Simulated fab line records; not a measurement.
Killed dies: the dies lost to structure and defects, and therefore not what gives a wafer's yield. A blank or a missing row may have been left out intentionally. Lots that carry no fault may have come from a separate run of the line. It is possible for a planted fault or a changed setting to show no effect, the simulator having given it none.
A lot that was struck, set against a sound lot    flow sfq_line    37 out of 325 route steps
Sound: the wafers L507.3, L507.4, L507.5. Struck: wafer L517.3. (L517.5 of the same lot was not struck and is left out.) The cause comes at the end.
At each step with rows: each side's tool, then ch and its chambers, then its first start. Under that, the readings that differ: sound wafers    struck wafers    difference of the means    sigmas: that difference in standard deviations of wafers without a fault.
alike: same words and numbers on both sides, and readings whose means sit less than 2 such deviations apart. not compared: any withheld reading, any reading some wafer has no value for, any bound like >300 that may hide the same value, and any number with overlapping values for which the record gives no deviation.
The two part at a step that has a row with sigmas, a row that says differs or no value, or rows on one side only. Numbers that have no deviation but don't overlap get no sigmas and don't part them. A reading missing from all wafers of one side parts the sides only when that side holds two or more wafers.

SFQ_R5_THK_MEAS_934: measures by xrf.
  struck on film_metro-01, day 51 15:02; sound on film_metro-04, day 48 06:02
  alike: R5_MONX_THK
then, 6 steps without rows for these wafers: SFQ_TRILAYER_R5_LITHO_COAT_141 (resist thk 62 nm); SFQ_TRILAYER_R5_LITHO_COAT_136 (resist thk 600 nm); SFQ_TRILAYER_R5_LITHO_SOFTBAKE_140; SFQ_TRILAYER_R5_LITHO_EXPOSE_137 (exposes mask R5, target cd 500 nm); SFQ_TRILAYER_R5_LITHO_PEB_139 (peb time 60 s); SFQ_TRILAYER_R5_LITHO_DEVELOP_138 (time 60 s).
-- the record jumps here: 5 days lie between the struck wafers' starts before and after --
SFQ_R5_OVL_MEAS_935:
  struck on overlay-01, day 56 03:28; sound on overlay-02, day 52 08:49
  alike: R5_OVL
SFQ_TRILAYER_R5_BARC_OPEN_METAL_ETCH_177: etches BARC in O2, target depth 125 nm, time 41.7 s.
  sound on rie_metal-01 ch 0,1, day 52 08:51; struck on rie_metal-04 ch 1, day 56 03:30
  alike: drypump_motor_current_A, oes_product_au
  not compared: rf_hours_counter_h
SFQ_TRILAYER_R5_ETCH_METAL_ETCH_139: etches the open film in Cl2, stops on SiO2, target depth 60 nm, time 40 s.
  sound on rie_metal-01 ch 0,1, day 52 08:55; struck on rie_metal-04 ch 1, day 56 03:34
  alike: drypump_motor_current_A, oes_product_au
  not compared: rf_hours_counter_h
SFQ_TRILAYER_R5_STRIP_STRIP_140: strips in O2.
  sound on rie_metal-01 ch 0,1, day 52 09:09; struck on rie_metal-04 ch 1, day 56 03:48
  alike: drypump_motor_current_A, oes_product_au
  not compared: rf_hours_counter_h
then, 1 step without rows for these wafers: SFQ_TRILAYER_R5_STRIP_SOLV_CLEAN_141 (cleans in NMP, time 600 s).
SFQ_TRILAYER_A5C_DEP_PECVD_142: deposits SiO2 from SiH4/N2O, time 15.556 s, target thk 70 nm.
  sound on pecvd-03 ch 0,1,2, day 52 09:43; struck on pecvd-02 ch 0, day 56 04:22
reading                                               sound              struck  difference  sigmas
throttle_valve_pct (%)                                23.5 23.5 22.6     26.2    +3.0        +3
model.SiO2_of_TRILAYER_A5C_DEP_PECVD_142.thk_nm (nm)  68.83 71.51 70.31  67.26   -2.96       
  alike: chamber_pressure_Torr, heater_power_w, showerhead_vpp_V
  not compared: since_wet_clean_h
then, 6 steps without rows for these wafers: SFQ_TRILAYER_I5_LITHO_COAT_149 (resist thk 62 nm); SFQ_TRILAYER_I5_LITHO_COAT_144 (resist thk 650 nm); SFQ_TRILAYER_I5_LITHO_SOFTBAKE_148; SFQ_TRILAYER_I5_LITHO_EXPOSE_145 (exposes mask I5, target cd 700 nm); SFQ_TRILAYER_I5_LITHO_PEB_147 (peb time 60 s); SFQ_TRILAYER_I5_LITHO_DEVELOP_146 (time 60 s).
SFQ_I5_OVL_MEAS_936:
  struck on overlay-02, day 57 10:40; sound on overlay-01, day 53 01:33
  alike: I5_OVL
then, 1 step without rows for these wafers: SFQ_TRILAYER_I5_BARC_OPEN_VIA_ETCH_200 (etches BARC in O2, target depth 125 nm, time 41.7 s).
SFQ_TRILAYER_I5_ETCH_VIA_ETCH_147: etches the open film in CHF3, stops on Nb, target depth 360 nm.
  sound on rie_diel-03 ch 0,1, day 53 01:37; struck on rie_diel-03 ch 1, day 57 10:44
  alike: drypump_motor_current_A, oes_product_au
then, 8 steps without rows for these wafers: SFQ_TRILAYER_I5_STRIP_STRIP_148 (strips in O2); SFQ_TRILAYER_I5_STRIP_SOLV_CLEAN_149 (cleans in NMP, time 600 s); SFQ_TRILAYER_C5_LITHO_COAT_156 (resist thk 62 nm); SFQ_TRILAYER_C5_LITHO_COAT_151 (resist thk 650 nm); SFQ_TRILAYER_C5_LITHO_SOFTBAKE_155; SFQ_TRILAYER_C5_LITHO_EXPOSE_152 (exposes mask C5, target cd 500 nm); SFQ_TRILAYER_C5_LITHO_PEB_154 (peb time 60 s); SFQ_TRILAYER_C5_LITHO_DEVELOP_153 (time 60 s).
-- the record jumps here: 4 days lie between the struck wafers' starts before and after --
SFQ_C5_OVL_MEAS_937:
  struck on overlay-02, day 61 18:02; sound on overlay-01, day 57 21:52
  alike: C5_OVL
SFQ_TRILAYER_C5_BARC_OPEN_VIA_ETCH_210: etches BARC in O2, target depth 125 nm, time 41.7 s.
  sound on rie_diel-04 ch 2,3, day 57 21:53; struck on rie_diel-03 ch 0, day 61 18:04
  alike: drypump_motor_current_A, oes_product_au
  not compared: rf_hours_counter_h
SFQ_TRILAYER_C5_ETCH_VIA_ETCH_154: etches SiO2 in CHF3, stops on Nb, target depth 84 nm.
  sound on rie_diel-04 ch 2,3, day 57 21:56; struck on rie_diel-03 ch 0, day 61 18:06
reading                         sound              struck  difference  sigmas
oes_product_au (a.u.)           0.890 0.909 0.895  0.870   -0.028      -3
model.etch.depth_nm (nm)        68.83 71.51 70.31  67.26   -2.96       
model.C5.feature_depth_nm (nm)  68.83 71.51 70.31  67.26   -2.96       
  alike: drypump_motor_current_A
then, 2 steps without rows for these wafers: SFQ_TRILAYER_C5_STRIP_STRIP_155 (strips in O2); SFQ_TRILAYER_C5_STRIP_SOLV_CLEAN_156 (cleans in NMP, time 600 s).
SFQ_TRILAYER_M6_DEP_PRE_CLEAN_158: time 22.5 s.
  struck on pvd_sputter-05, day 61 18:56; sound on pvd_sputter-03, day 57 22:46
reading                                               sound              struck  difference  sigmas
model.SiO2_of_TRILAYER_A5C_DEP_PECVD_142.thk_nm (nm)  61.33 64.01 62.81  59.76   -2.96       
then, 1 step without rows for these wafers: SFQ_TRILAYER_M6_DEP_SPUTTER_157 (material Nb, target thk 200 nm, time 133.3 s).

## WHERE THEY PART
First at SFQ_TRILAYER_A5C_DEP_PECVD_142; last, within this record, at SFQ_TRILAYER_C5_ETCH_VIA_ETCH_154.

WHY: what had been put in by the simulator
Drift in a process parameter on pecvd-02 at SFQ_TRILAYER_A5C_DEP_PECVD_142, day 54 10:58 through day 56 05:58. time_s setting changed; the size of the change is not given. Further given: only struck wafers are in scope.
